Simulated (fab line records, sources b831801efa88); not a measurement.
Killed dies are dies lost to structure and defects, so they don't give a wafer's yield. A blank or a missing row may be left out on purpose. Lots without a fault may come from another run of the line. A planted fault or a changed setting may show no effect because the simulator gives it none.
Chamber matching | flow sky130 | SKY_CONTACT_ETCH_17 on rie_diel-03: 4 sister chambers
The step etches SiO2 in C4F8/O2/Ar, stops on Si3N4, target depth 340 nm. 8 wafers are shown with their chamber, then 7 later ones without.

WAFERS WITH THEIR CHAMBER
wafer  | chamber | bias_w (W) | oes_product_au (a.u.)
L809.4 | 3       | 1202       | 0.897
L812.4 | 1       | 1204       | 0.883
L812.6 | 0       | 1201       | 0.900
L819.2 | 1       | 1199       | 0.895
L819.3 | 2       | 1199       | 0.897
L819.5 | 2       | 1201       | 0.886
L821.2 | 3       | 1191       | 0.900
L821.4 | 0       | 1201       | 0.888

WAFERS WITHOUT THEIR CHAMBER
wafer  | bias_w (W) | oes_product_au (a.u.)
L821.6 | 1205       | 0.893
L822.2 | 1194       | 0.896
L822.3 | 1201       | 0.887
L822.4 | 1199       | 0.890
L825.2 | 1199       | 0.898
L825.3 | 1197       | 0.896
L825.4 | 1195       | 0.884

WHICH CHAMBER EACH WENT THROUGH
wafer  | from the rows above               | in truth
L821.6 | can't be placed: 0 or 1 or 2 or 3 | 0
L822.2 | can't be placed: 3 or 2 or 0 or 1 | 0
L822.3 | can't be placed: 1 or 2 or 0 or 3 | 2
L822.4 | can't be placed: 2 or 1 or 0 or 3 | 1
L825.2 | can't be placed: 3 or 0 or 2 or 1 | 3
L825.3 | can't be placed: 3 or 2 or 0 or 1 | 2
L825.4 | can't be placed: 2 or 1 or 0 or 3 | 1
Placed correctly: 0 of 7. Can't be placed from these rows: 7 (the true chamber is among the candidates in 7). Placed wrongly: 0.
How it was worked out, from the rows above alone: a wafer's distance from a chamber is the root of the sum, over the readings, of the square of ((its reading less the chamber's mean) divided by the reading's scatter). The wafer belongs to the nearest chamber; if the next one is less than 2 further off, it can't be placed. A chamber's mean is the mean of its shown wafers. The scatter: the root of (the sum of the squares of (reading less its chamber's mean) over the shown wafers, divided by (wafers less chambers)).
